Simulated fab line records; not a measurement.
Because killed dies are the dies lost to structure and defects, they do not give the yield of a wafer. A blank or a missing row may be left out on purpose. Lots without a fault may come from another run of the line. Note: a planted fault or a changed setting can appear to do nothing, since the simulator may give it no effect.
A sampling plan put to the test || flow sky130 || one fab line, 48 faults that these records tell of, each judged on the records of the lots that it struck
The plan is the line's own looks: the steps of the route at which a gauge or an inspection reads the wafer and doesn't change it. A look is open to judgement when struck wafers have a number at it and the file gives its usual mean and standard deviation on fault-free wafers. Caught: at a look after the fault's first step, the mean of the struck wafers lies 4 or more of those standard deviations (sigma) from the usual mean. On the tool: the same test on the tool's own readings at the fault's steps. A different recipe on the struck wafers counts as caught too, as does a record blank only for those wafers.

## THE FAULTS, as the simulator had put them in
1. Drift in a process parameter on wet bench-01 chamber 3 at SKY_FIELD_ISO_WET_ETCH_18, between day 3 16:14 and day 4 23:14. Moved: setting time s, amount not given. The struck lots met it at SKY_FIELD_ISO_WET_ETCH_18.
2. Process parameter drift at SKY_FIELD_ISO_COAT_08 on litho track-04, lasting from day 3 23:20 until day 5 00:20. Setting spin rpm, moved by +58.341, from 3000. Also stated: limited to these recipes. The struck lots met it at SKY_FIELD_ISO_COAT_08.
3. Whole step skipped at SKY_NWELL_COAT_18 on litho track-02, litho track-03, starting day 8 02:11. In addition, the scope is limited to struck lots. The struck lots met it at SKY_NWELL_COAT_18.
4. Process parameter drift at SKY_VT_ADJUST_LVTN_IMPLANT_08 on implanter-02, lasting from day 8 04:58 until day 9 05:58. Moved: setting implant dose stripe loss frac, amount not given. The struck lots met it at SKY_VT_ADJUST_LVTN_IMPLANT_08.
5. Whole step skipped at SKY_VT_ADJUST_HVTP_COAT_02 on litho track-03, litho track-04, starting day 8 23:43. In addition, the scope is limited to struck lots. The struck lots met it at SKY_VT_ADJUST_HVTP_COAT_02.
6. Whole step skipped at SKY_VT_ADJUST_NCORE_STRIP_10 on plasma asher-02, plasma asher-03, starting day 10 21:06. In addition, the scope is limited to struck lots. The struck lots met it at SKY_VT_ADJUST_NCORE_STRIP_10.
7. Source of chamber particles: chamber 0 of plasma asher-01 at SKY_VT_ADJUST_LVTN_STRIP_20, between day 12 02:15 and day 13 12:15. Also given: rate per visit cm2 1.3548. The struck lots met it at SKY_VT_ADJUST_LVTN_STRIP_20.
8. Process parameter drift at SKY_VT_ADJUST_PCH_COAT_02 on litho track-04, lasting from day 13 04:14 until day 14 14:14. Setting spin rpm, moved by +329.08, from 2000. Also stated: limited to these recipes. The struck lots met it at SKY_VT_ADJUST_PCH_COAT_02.
9. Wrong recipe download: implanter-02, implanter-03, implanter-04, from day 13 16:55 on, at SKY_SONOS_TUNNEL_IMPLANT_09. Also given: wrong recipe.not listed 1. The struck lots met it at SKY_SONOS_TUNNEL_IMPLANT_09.
10. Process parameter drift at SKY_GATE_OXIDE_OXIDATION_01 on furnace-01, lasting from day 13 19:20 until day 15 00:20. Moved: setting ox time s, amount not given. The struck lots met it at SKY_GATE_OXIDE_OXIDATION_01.
11. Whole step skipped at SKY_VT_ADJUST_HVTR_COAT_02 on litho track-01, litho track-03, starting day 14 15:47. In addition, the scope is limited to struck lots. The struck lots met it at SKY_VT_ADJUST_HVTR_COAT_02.
12. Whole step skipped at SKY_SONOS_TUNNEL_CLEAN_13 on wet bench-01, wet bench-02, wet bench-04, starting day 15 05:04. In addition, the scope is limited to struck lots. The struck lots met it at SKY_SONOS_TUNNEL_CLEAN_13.
13. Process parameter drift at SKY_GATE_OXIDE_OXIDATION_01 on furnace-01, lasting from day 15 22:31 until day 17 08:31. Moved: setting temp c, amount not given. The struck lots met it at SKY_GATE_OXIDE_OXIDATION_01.
14. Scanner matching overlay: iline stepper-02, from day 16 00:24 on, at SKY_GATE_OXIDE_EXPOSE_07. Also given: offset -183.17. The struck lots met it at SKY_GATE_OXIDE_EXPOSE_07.
15. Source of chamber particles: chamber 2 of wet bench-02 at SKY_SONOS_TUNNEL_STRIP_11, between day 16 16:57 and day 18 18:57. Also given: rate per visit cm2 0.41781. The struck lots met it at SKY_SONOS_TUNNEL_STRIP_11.
16. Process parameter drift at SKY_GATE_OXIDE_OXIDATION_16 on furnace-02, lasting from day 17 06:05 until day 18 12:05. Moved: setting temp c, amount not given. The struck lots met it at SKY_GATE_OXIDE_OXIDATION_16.
17. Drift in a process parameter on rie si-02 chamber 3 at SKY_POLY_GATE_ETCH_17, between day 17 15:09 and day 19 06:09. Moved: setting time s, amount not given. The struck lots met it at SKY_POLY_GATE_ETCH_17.
18. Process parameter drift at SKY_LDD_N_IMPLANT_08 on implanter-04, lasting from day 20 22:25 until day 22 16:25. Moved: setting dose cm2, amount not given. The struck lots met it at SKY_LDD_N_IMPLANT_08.
19. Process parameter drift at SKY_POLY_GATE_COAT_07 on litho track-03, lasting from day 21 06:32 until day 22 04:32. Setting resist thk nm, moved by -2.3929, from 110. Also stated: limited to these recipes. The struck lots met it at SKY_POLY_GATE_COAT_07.
20. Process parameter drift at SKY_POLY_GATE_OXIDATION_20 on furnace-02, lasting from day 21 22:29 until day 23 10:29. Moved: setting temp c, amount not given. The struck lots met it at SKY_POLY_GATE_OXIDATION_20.
21. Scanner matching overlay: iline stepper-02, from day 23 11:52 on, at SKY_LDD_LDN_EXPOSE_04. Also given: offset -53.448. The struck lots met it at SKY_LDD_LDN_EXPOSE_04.
22. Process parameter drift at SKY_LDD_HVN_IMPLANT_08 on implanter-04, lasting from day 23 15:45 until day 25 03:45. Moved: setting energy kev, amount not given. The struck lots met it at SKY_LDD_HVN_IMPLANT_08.
23. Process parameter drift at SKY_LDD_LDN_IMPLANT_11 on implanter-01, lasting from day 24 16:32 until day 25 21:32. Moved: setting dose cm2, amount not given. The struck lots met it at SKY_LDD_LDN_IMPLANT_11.
24. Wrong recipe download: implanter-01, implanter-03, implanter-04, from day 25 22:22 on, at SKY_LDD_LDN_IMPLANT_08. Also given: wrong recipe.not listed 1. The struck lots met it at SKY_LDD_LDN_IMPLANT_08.
25. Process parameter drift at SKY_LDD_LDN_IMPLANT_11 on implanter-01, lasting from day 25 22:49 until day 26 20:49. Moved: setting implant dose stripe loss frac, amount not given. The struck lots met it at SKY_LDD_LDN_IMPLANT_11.
26. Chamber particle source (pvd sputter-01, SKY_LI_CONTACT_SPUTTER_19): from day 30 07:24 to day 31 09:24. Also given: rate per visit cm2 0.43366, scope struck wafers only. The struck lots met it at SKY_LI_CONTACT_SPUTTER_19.
27. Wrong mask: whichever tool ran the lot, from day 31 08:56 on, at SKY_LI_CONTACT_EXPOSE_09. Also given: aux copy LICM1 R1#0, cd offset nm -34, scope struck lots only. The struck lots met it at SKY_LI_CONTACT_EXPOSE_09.
28. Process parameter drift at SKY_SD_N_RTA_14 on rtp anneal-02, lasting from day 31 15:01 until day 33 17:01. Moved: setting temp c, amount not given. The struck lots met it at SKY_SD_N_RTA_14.
29. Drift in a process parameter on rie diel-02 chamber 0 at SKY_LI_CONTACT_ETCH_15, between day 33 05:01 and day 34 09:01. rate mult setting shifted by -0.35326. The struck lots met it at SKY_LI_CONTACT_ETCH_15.
30. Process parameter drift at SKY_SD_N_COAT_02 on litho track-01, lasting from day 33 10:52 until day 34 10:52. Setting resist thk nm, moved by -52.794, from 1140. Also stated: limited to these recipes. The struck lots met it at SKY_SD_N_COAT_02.
31. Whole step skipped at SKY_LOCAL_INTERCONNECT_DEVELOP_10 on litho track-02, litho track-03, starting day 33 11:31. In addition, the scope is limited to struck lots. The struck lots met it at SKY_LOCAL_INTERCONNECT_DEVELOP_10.
32. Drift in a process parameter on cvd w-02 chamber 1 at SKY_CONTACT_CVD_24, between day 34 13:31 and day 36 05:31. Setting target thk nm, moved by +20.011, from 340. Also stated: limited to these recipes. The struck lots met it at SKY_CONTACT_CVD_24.
33. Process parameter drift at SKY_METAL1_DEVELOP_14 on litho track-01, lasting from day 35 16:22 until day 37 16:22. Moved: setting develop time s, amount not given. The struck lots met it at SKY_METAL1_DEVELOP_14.
34. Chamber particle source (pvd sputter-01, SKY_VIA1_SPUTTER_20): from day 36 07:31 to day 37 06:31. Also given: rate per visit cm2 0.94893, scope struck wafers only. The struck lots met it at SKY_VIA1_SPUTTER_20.
35. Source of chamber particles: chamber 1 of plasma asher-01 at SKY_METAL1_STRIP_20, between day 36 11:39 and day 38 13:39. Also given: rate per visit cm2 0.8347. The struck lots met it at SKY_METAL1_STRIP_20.
36. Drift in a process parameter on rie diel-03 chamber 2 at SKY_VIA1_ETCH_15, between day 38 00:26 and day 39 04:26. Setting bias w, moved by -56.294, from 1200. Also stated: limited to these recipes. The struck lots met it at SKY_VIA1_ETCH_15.
37. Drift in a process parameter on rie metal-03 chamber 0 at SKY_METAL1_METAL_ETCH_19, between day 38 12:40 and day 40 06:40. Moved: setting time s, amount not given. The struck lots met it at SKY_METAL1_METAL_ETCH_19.
38. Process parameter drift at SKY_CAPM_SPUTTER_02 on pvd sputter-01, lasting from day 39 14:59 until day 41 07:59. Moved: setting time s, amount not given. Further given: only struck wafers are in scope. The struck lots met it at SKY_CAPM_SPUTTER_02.
39. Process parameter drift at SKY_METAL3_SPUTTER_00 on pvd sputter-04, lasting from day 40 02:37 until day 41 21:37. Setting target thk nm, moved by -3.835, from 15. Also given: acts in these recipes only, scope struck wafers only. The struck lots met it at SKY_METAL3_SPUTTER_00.
40. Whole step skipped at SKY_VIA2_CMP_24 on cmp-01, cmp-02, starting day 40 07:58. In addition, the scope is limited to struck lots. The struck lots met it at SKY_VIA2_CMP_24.
41. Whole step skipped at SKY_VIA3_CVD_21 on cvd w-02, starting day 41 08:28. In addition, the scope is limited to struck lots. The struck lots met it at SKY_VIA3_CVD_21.
42. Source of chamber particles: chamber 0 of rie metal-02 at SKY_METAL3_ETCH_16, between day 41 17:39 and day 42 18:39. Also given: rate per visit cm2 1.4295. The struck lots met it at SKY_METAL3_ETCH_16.
43. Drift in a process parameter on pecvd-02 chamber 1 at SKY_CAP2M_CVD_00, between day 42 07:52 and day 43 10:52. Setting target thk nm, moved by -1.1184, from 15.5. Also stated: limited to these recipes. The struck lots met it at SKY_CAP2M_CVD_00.
44. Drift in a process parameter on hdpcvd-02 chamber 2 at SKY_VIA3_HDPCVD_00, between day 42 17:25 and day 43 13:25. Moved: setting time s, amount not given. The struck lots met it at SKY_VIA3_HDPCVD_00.
45. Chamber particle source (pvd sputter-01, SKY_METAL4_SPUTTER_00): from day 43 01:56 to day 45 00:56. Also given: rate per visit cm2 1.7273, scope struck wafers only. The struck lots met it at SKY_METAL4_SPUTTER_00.
46. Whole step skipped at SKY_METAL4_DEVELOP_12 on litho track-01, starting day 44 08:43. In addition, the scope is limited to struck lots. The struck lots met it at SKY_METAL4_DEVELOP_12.
47. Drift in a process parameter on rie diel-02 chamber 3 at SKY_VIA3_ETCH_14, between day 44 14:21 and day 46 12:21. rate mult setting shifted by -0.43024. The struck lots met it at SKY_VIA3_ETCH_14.
48. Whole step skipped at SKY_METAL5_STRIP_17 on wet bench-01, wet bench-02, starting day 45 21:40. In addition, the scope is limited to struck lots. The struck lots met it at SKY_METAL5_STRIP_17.

## WHAT THE PLAN SAW
{"fault": 1, "on the tool itself": "run length s +57 sigma", "first look that catches it": "none of the 2 looks that can be judged after it", "reading, sigma": "-", "median hours from its first step to that look": "-", "hours from the fault's start to the first struck lot there": "-", "judged looks passed uncaught": 2}
{"fault": 2, "on the tool itself": "spin speed rpm +33 sigma", "first look that catches it": "not the one look that can be judged after it", "reading, sigma": "-", "median hours from its first step to that look": "-", "hours from the fault's start to the first struck lot there": "-", "judged looks passed uncaught": 1}
{"fault": 3, "on the tool itself": "the tool's record is blank for the struck wafers", "first look that catches it": "not the one look that can be judged after it", "reading, sigma": "-", "median hours from its first step to that look": "-", "hours from the fault's start to the first struck lot there": "-", "judged looks passed uncaught": 1}
{"fault": 4, "on the tool itself": "under 2 sigma", "first look that catches it": "SKY_VT_ADJUST_LVTN_TW_MEAS_10", "reading, sigma": "VT_ADJUST_LVTN_TW -5.3", "median hours from its first step to that look": 0.2, "hours from the fault's start to the first struck lot there": 11, "judged looks passed uncaught": 0}
{"fault": 5, "on the tool itself": "the tool's record is blank for the struck wafers", "first look that catches it": "SKY_VT_ADJUST_LVTN_TW_MEAS_10", "reading, sigma": "VT_ADJUST_LVTN_TW +99 or beyond", "median hours from its first step to that look": 33.8, "hours from the fault's start to the first struck lot there": 38, "judged looks passed uncaught": 0}
{"fault": 6, "on the tool itself": "the tool's record is blank for the struck wafers", "first look that catches it": "SKY_VT_ADJUST_HVTR_TW_MEAS_11", "reading, sigma": "VT_ADJUST_HVTR_TW -99 or beyond", "median hours from its first step to that look": 24.0, "hours from the fault's start to the first struck lot there": 26, "judged looks passed uncaught": 0}
{"fault": 7, "on the tool itself": "under 2 sigma", "first look that catches it": "not the one look that can be judged after it", "reading, sigma": "-", "median hours from its first step to that look": "-", "hours from the fault's start to the first struck lot there": "-", "judged looks passed uncaught": 1}
{"fault": 8, "on the tool itself": "spin speed rpm +99 or beyond sigma", "first look that catches it": "no look after it can be judged", "reading, sigma": "-", "median hours from its first step to that look": "-", "hours from the fault's start to the first struck lot there": "-", "judged looks passed uncaught": 0}
{"fault": 9, "on the tool itself": "no reading that can be judged", "first look that catches it": "SKY_SONOS_TUNNEL_TW_MEAS_12", "reading, sigma": "SONOS_TUNNEL_TW +57", "median hours from its first step to that look": 0.4, "hours from the fault's start to the first struck lot there": 5, "judged looks passed uncaught": 0}
{"fault": 10, "on the tool itself": "under 2 sigma", "first look that catches it": "none of the 3 looks that can be judged after it", "reading, sigma": "strongest: GATE_OXIDE_OXIDATION_00_THK at SKY_GATE_OXIDE_THK_MEAS_02, -2.7", "median hours from its first step to that look": "-", "hours from the fault's start to the first struck lot there": "-", "judged looks passed uncaught": 3}
{"fault": 11, "on the tool itself": "the tool's record is blank for the struck wafers", "first look that catches it": "SKY_VT_ADJUST_PCH_TW_MEAS_10", "reading, sigma": "VT_ADJUST_PCH_TW +81", "median hours from its first step to that look": 43.0, "hours from the fault's start to the first struck lot there": 45, "judged looks passed uncaught": 1}
{"fault": 12, "on the tool itself": "no reading that can be judged", "first look that catches it": "none of the 5 looks that can be judged after it", "reading, sigma": "-", "median hours from its first step to that look": "-", "hours from the fault's start to the first struck lot there": "-", "judged looks passed uncaught": 5}
{"fault": 13, "on the tool itself": "spike tc lower C -15 sigma", "first look that catches it": "SKY_GATE_OXIDE_THK_MEAS_02", "reading, sigma": "GATE_OXIDE_OXIDATION_00_THK -6.3", "median hours from its first step to that look": 1.4, "hours from the fault's start to the first struck lot there": 5, "judged looks passed uncaught": 0}
{"fault": 14, "on the tool itself": "no reading that can be judged", "first look that catches it": "SKY_GATE_OXIDE_OVL_MEAS_10", "reading, sigma": "GATE_OXIDE_OVL -99 or beyond", "median hours from its first step to that look": 14.3, "hours from the fault's start to the first struck lot there": 16, "judged looks passed uncaught": 0}
{"fault": 15, "on the tool itself": "no reading that can be judged", "first look that catches it": "not the one look that can be judged after it", "reading, sigma": "-", "median hours from its first step to that look": "-", "hours from the fault's start to the first struck lot there": "-", "judged looks passed uncaught": 1}
{"fault": 16, "on the tool itself": "tube center temp C -99 or beyond sigma", "first look that catches it": "no look after it can be judged", "reading, sigma": "-", "median hours from its first step to that look": "-", "hours from the fault's start to the first struck lot there": "-", "judged looks passed uncaught": 0}
{"fault": 17, "on the tool itself": "run length s -19 sigma", "first look that catches it": "no look after it can be judged", "reading, sigma": "-", "median hours from its first step to that look": "-", "hours from the fault's start to the first struck lot there": "-", "judged looks passed uncaught": 0}
{"fault": 18, "on the tool itself": "dose ions cm2 +99 or beyond sigma", "first look that catches it": "SKY_LDD_N_TW_MEAS_17", "reading, sigma": "LDD_N_TW +25", "median hours from its first step to that look": 1.3, "hours from the fault's start to the first struck lot there": 16, "judged looks passed uncaught": 0}
{"fault": 19, "on the tool itself": "under 2 sigma", "first look that catches it": "none of the 2 looks that can be judged after it", "reading, sigma": "-", "median hours from its first step to that look": "-", "hours from the fault's start to the first struck lot there": "-", "judged looks passed uncaught": 2}
{"fault": 20, "on the tool itself": "spike tc upper C +32 sigma", "first look that catches it": "SKY_POLY_GATE_THK_MEAS_21", "reading, sigma": "POLY_GATE_OXIDATION_THK +25", "median hours from its first step to that look": 1.2, "hours from the fault's start to the first struck lot there": 9, "judged looks passed uncaught": 0}
{"fault": 21, "on the tool itself": "under 2 sigma", "first look that catches it": "SKY_LDD_LDN_OVL_MEAS_07", "reading, sigma": "LDD_LDN_OVL -49", "median hours from its first step to that look": 14.4, "hours from the fault's start to the first struck lot there": 20, "judged looks passed uncaught": 0}
{"fault": 22, "on the tool itself": "beam energy keV -99 or beyond sigma", "first look that catches it": "SKY_LDD_HVN_TW_MEAS_10", "reading, sigma": "LDD_HVN_TW -9.1", "median hours from its first step to that look": 0.2, "hours from the fault's start to the first struck lot there": 4, "judged looks passed uncaught": 0}
{"fault": 23, "on the tool itself": "dose ions cm2 -99 or beyond sigma", "first look that catches it": "SKY_LDD_LDN_TW_MEAS_13", "reading, sigma": "LDD_LDN_TW -4.5", "median hours from its first step to that look": 0.2, "hours from the fault's start to the first struck lot there": 8, "judged looks passed uncaught": 0}
{"fault": 24, "on the tool itself": "no reading that can be judged", "first look that catches it": "SKY_LDD_LDN_TW_MEAS_13", "reading, sigma": "LDD_LDN_TW -7.5", "median hours from its first step to that look": 0.7, "hours from the fault's start to the first struck lot there": 2, "judged looks passed uncaught": 0}
{"fault": 25, "on the tool itself": "under 2 sigma", "first look that catches it": "none of the 6 looks that can be judged after it", "reading, sigma": "-", "median hours from its first step to that look": "-", "hours from the fault's start to the first struck lot there": "-", "judged looks passed uncaught": 6}
{"fault": 26, "on the tool itself": "under 2 sigma", "first look that catches it": "none of the 8 looks that can be judged after it", "reading, sigma": "-", "median hours from its first step to that look": "-", "hours from the fault's start to the first struck lot there": "-", "judged looks passed uncaught": 8}
{"fault": 27, "on the tool itself": "under 2 sigma", "first look that catches it": "SKY_LI_CONTACT_CD_MEAS_12", "reading, sigma": "cd nm -25", "median hours from its first step to that look": 14.2, "hours from the fault's start to the first struck lot there": 17, "judged looks passed uncaught": 0}
{"fault": 28, "on the tool itself": "wafer_temp_C_max +6.9 sigma", "first look that catches it": "SKY_SD_N_RS_MEAS_16", "reading, sigma": "SD_N_RS -11", "median hours from its first step to that look": 0.2, "hours from the fault's start to the first struck lot there": 10, "judged looks passed uncaught": 0}
{"fault": 29, "on the tool itself": "oes product au -11 sigma", "first look that catches it": "no look after it can be judged", "reading, sigma": "-", "median hours from its first step to that look": "-", "hours from the fault's start to the first struck lot there": "-", "judged looks passed uncaught": 0}
{"fault": 30, "on the tool itself": "no reading that can be judged", "first look that catches it": "not the one look that can be judged after it", "reading, sigma": "strongest: cd nm at SKY_SD_N_CD_MEAS_07, +2.5", "median hours from its first step to that look": "-", "hours from the fault's start to the first struck lot there": "-", "judged looks passed uncaught": 1}
{"fault": 31, "on the tool itself": "no reading that can be judged", "first look that catches it": "no look after it can be judged", "reading, sigma": "-", "median hours from its first step to that look": "-", "hours from the fault's start to the first struck lot there": "-", "judged looks passed uncaught": 0}
{"fault": 32, "on the tool itself": "under 2 sigma", "first look that catches it": "SKY_CONTACT_RS_MEAS_25", "reading, sigma": "CONTACT_W_RS -5.9", "median hours from its first step to that look": 0.1, "hours from the fault's start to the first struck lot there": 1, "judged looks passed uncaught": 0}
{"fault": 33, "on the tool itself": "no reading that can be judged", "first look that catches it": "none of the 2 looks that can be judged after it", "reading, sigma": "-", "median hours from its first step to that look": "-", "hours from the fault's start to the first struck lot there": "-", "judged looks passed uncaught": 2}
{"fault": 34, "on the tool itself": "under 2 sigma", "first look that catches it": "no look after it can be judged", "reading, sigma": "-", "median hours from its first step to that look": "-", "hours from the fault's start to the first struck lot there": "-", "judged looks passed uncaught": 0}
{"fault": 35, "on the tool itself": "under 2 sigma", "first look that catches it": "not the one look that can be judged after it", "reading, sigma": "-", "median hours from its first step to that look": "-", "hours from the fault's start to the first struck lot there": "-", "judged looks passed uncaught": 1}
{"fault": 36, "on the tool itself": "bias w -15 sigma", "first look that catches it": "no look after it can be judged", "reading, sigma": "-", "median hours from its first step to that look": "-", "hours from the fault's start to the first struck lot there": "-", "judged looks passed uncaught": 0}
{"fault": 37, "on the tool itself": "run length s +9.5 sigma", "first look that catches it": "no look after it can be judged", "reading, sigma": "-", "median hours from its first step to that look": "-", "hours from the fault's start to the first struck lot there": "-", "judged looks passed uncaught": 0}
{"fault": 38, "on the tool itself": "under 2 sigma", "first look that catches it": "none of the 5 looks that can be judged after it", "reading, sigma": "-", "median hours from its first step to that look": "-", "hours from the fault's start to the first struck lot there": "-", "judged looks passed uncaught": 5}
{"fault": 39, "on the tool itself": "under 2 sigma", "first look that catches it": "no look after it can be judged", "reading, sigma": "-", "median hours from its first step to that look": "-", "hours from the fault's start to the first struck lot there": "-", "judged looks passed uncaught": 0}
{"fault": 40, "on the tool itself": "no reading that can be judged", "first look that catches it": "no look after it can be judged", "reading, sigma": "-", "median hours from its first step to that look": "-", "hours from the fault's start to the first struck lot there": "-", "judged looks passed uncaught": 0}
{"fault": 41, "on the tool itself": "the tool's record is blank for the struck wafers", "first look that catches it": "SKY_VIA3_RS_MEAS_22", "reading, sigma": "VIA3_W_RS +99 or beyond", "median hours from its first step to that look": 0.1, "hours from the fault's start to the first struck lot there": 5, "judged looks passed uncaught": 0}
{"fault": 42, "on the tool itself": "under 2 sigma", "first look that catches it": "none of the 2 looks that can be judged after it", "reading, sigma": "-", "median hours from its first step to that look": "-", "hours from the fault's start to the first struck lot there": "-", "judged looks passed uncaught": 2}
{"fault": 43, "on the tool itself": "under 2 sigma", "first look that catches it": "not the one look that can be judged after it", "reading, sigma": "strongest: CAP2M_CVD_00_THK at SKY_CAP2M_THK_MEAS_01, -3.6", "median hours from its first step to that look": "-", "hours from the fault's start to the first struck lot there": "-", "judged looks passed uncaught": 1}
{"fault": 44, "on the tool itself": "run length s -79 sigma", "first look that catches it": "SKY_VIA3_THK_MEAS_01", "reading, sigma": "VIA3_HDPCVD_THK -13", "median hours from its first step to that look": 0.2, "hours from the fault's start to the first struck lot there": 9, "judged looks passed uncaught": 0}
{"fault": 45, "on the tool itself": "under 2 sigma", "first look that catches it": "no look after it can be judged", "reading, sigma": "-", "median hours from its first step to that look": "-", "hours from the fault's start to the first struck lot there": "-", "judged looks passed uncaught": 0}
{"fault": 46, "on the tool itself": "no reading that can be judged", "first look that catches it": "no look after it can be judged", "reading, sigma": "-", "median hours from its first step to that look": "-", "hours from the fault's start to the first struck lot there": "-", "judged looks passed uncaught": 0}
{"fault": 47, "on the tool itself": "oes product au -23 sigma", "first look that catches it": "no look after it can be judged", "reading, sigma": "-", "median hours from its first step to that look": "-", "hours from the fault's start to the first struck lot there": "-", "judged looks passed uncaught": 0}
{"fault": 48, "on the tool itself": "the tool's record is blank for the struck wafers", "first look that catches it": "no look after it can be judged", "reading, sigma": "-", "median hours from its first step to that look": "-", "hours from the fault's start to the first struck lot there": "-", "judged looks passed uncaught": 0}
Dash: fault not caught, or number not given in these records.

Caught at a look: 18 of 48. Caught on the tool: 22 of 48. By one or the other: 29 of 48.
Faults 1, 2, 3, 8, 16, 17, 29, 36, 37, 47, 48 were caught on the tool alone.
Caught at a look alone: faults 4, 9, 14, 21, 24, 27, 32.
Caught by neither: faults 7, 10, 12, 15, 19, 25, 26, 30, 31, 33, 34, 35, 38, 39, 40, 42, 43, 45, 46.

## THINNER SAMPLING
If the look that catches a fault measured only every second or every third lot, by lot number, the first struck lot would be measured this late in the worst case:
{"fault": 4, "struck lots at that look, in order of time": "L600, L601", "every lot": "11 h", "every second lot": "19 h", "every third lot": "may miss all 2"}
{"fault": 5, "struck lots at that look, in order of time": "L106, L107, L108", "every lot": "38 h", "every second lot": "42 h", "every third lot": "45 h"}
{"fault": 6, "struck lots at that look, in order of time": "L229, L230", "every lot": "26 h", "every second lot": "32 h", "every third lot": "may miss all 2"}
{"fault": 9, "struck lots at that look, in order of time": "L108, L109, L110, L111", "every lot": "5 h", "every second lot": "9 h", "every third lot": "16 h"}
{"fault": 11, "struck lots at that look, in order of time": "L274, L275", "every lot": "45 h", "every second lot": "58 h", "every third lot": "may miss all 2"}
{"fault": 13, "struck lots at that look, in order of time": "L407, L409", "every lot": "5 h", "every second lot": "may miss all 2", "every third lot": "may miss all 2"}
{"fault": 14, "struck lots at that look, in order of time": "L312, L313, L318", "every lot": "16 h", "every second lot": "25 h", "every third lot": "may miss all 3"}
{"fault": 18, "struck lots at that look, in order of time": "L590, L591", "every lot": "16 h", "every second lot": "27 h", "every third lot": "may miss all 2"}
{"fault": 20, "struck lots at that look, in order of time": "L515, L516", "every lot": "9 h", "every second lot": "16 h", "every third lot": "may miss all 2"}
{"fault": 21, "struck lots at that look, in order of time": "L147, L148, L151, L154", "every lot": "20 h", "every second lot": "36 h", "every third lot": "may miss all 4"}
{"fault": 22, "struck lots at that look, in order of time": "L592, L595", "every lot": "4 h", "every second lot": "32 h", "every third lot": "may miss all 2"}
{"fault": 23, "struck lots at that look, in order of time": "L478, L479", "every lot": "8 h", "every second lot": "20 h", "every third lot": "may miss all 2"}
{"fault": 24, "struck lots at that look, in order of time": "L955, L956, L957, L958", "every lot": "2 h", "every second lot": "10 h", "every third lot": "18 h"}
{"fault": 27, "struck lots at that look, in order of time": "L652", "every lot": "17 h", "every second lot": "may miss it", "every third lot": "may miss it"}
{"fault": 28, "struck lots at that look, in order of time": "L911, L913", "every lot": "10 h", "every second lot": "may miss all 2", "every third lot": "may miss all 2"}
{"fault": 32, "struck lots at that look, in order of time": "L743", "every lot": "1 h", "every second lot": "may miss it", "every third lot": "may miss it"}
{"fault": 41, "struck lots at that look, in order of time": "L908, L909", "every lot": "5 h", "every second lot": "21 h", "every third lot": "may miss all 2"}
{"fault": 44, "struck lots at that look, in order of time": "L390", "every lot": "9 h", "every second lot": "may miss it", "every third lot": "may miss it"}
Hours: fault start to first struck lot measured. 4 sigma limit: tested on the pooled struck wafers, so a lone lot may be under it. Other struck lots may not be in these records.

## THE LONGEST TIMED WAY FROM STEP TO LOOK
Fault 11: median gap of 43.0 hours between SKY_VT_ADJUST_HVTR_COAT_02 and SKY_VT_ADJUST_PCH_TW_MEAS_10. The look between them that can be judged stayed within 4 sigma: SKY_VT_ADJUST_PCH_OVL_MEAS_07.
